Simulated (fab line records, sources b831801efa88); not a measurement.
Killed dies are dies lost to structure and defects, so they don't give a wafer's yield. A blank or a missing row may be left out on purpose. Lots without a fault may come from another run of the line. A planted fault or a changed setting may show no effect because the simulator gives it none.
Which tool did it? | flow sky130 | 12 lots, 36 wafers sampled, at 1 step of a route of 708

WHAT THE GAUGES READ, wafer by wafer
SKY_METAL1_CD_MEAS_15: target cd 140 nm.
lot  | measured     | on        | cd_nm (nm)
L075 | day 33 04:03 | cd_sem-01 | 138.9 139.0 141.0
L077 | day 34 09:09 | cd_sem-01 | 137.3 137.8 138.0
L078 | day 34 19:50 | cd_sem-01 | 140.9 141.1 140.9
L081 | day 35 13:17 | cd_sem-01 | 139.8 138.7 139.8
L083 | day 35 16:20 | cd_sem-01 | 139.2 139.8 139.8
L085 | day 36 12:35 | cd_sem-02 | 142.1 142.3 141.7
L087 | day 37 04:23 | cd_sem-02 | 141.3 140.2 141.0
L088 | day 37 15:06 | cd_sem-02 | 141.3 141.4 139.0
L091 | day 38 08:44 | cd_sem-01 | 139.7 140.8 140.9
L093 | day 38 19:42 | cd_sem-02 | 140.3 140.6 138.8
L095 | day 39 05:05 | cd_sem-01 | 140.3 140.0 139.1
L097 | day 39 22:38 | cd_sem-02 | 143.4 142.7 141.6

WHICH TOOL RAN EACH LOT (tool, then ch and the chambers of the sampled wafers, then the start)
The record holds no process step before these readings.

THE ANSWER, worked out from the rows above alone
Rule: what is usual is taken from the lots themselves. Put in order of their means at a reading, lots are off if they are a third of the lots or fewer, leave a main group of 4 or more, and stand apart from it by a gap of 3 or more times the standard deviation of the main group's means; of several such gaps the widest counts. A main group whose means are all the same, to the digits that the tables above print for the reading, isn't used. A lot without any number at a reading at which 4 lots or more have one is off too. The other lots that the step has rows for count as sound.
No lot is off at any reading shown: from this, nothing can be told.

WHAT THE SIMULATOR HAD PUT IN
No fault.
